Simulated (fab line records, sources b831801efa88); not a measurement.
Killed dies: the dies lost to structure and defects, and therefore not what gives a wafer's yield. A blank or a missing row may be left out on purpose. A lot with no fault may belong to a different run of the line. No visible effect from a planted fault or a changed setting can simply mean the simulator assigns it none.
Chamber matching ; flow gf180mcu ; 4 sister chambers for GF_STI_CMP_25 on cmp-01
The step polishes, stops on Si3N4, t overpolish 33 s, target thk 524.6 nm. 8 wafers are shown with their chamber, then 7 later ones without.

== WAFERS, EACH WITH ITS CHAMBER ==
wafer;chamber;time-to-endpoint-s (s);motor-current-A (A)
L949.4;0;123;12.0
L951.6;3;120;9.9
L953.4;3;116;9.7
L956.3;2;132;10.6
L956.4;1;125;10.0
L956.5;2;134;10.9
L964.2;1;120;10.1
L964.3;0;121;11.0

== WAFERS WHOSE CHAMBER IS MISSING ==
wafer;time-to-endpoint-s (s);motor-current-A (A)
L964.5;111;10.0
L966.2;121;9.7
L966.3;111;10.1
L966.4;129;10.9
L971.1;113;9.6
L971.2;126;12.4
L971.5;125;12.1

== WHICH CHAMBER EACH ONE RAN IN ==
wafer;from the rows above;in truth
L964.5;can't be placed: 3 or 1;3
L966.2;can't be placed: 1 or 3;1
L966.3;can't be placed: 3 or 1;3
L966.4;can't be placed: 2 or 0 or 1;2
L971.1;can't be placed: 3 or 1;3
L971.2;0;0
L971.5;0;0
2 of 7 placed correctly. Can't be placed from these rows: 5 (the true chamber is among the candidates in 5). Placed wrongly: 0.
How it was worked out, from the rows above alone: a wafer's distance from a chamber is the root of the sum, over the readings, of the square of ((its reading less the chamber's mean) divided by the reading's scatter). If the next closest chamber is less than 2 further off than the closest, the wafer can't be placed; otherwise it belongs to the closest. Each chamber's mean is taken over the wafers shown for it. How the scatter is found: for the shown wafers, subtract from each reading the mean of its chamber, square and add these, divide the total by (wafers less chambers), then take the root.
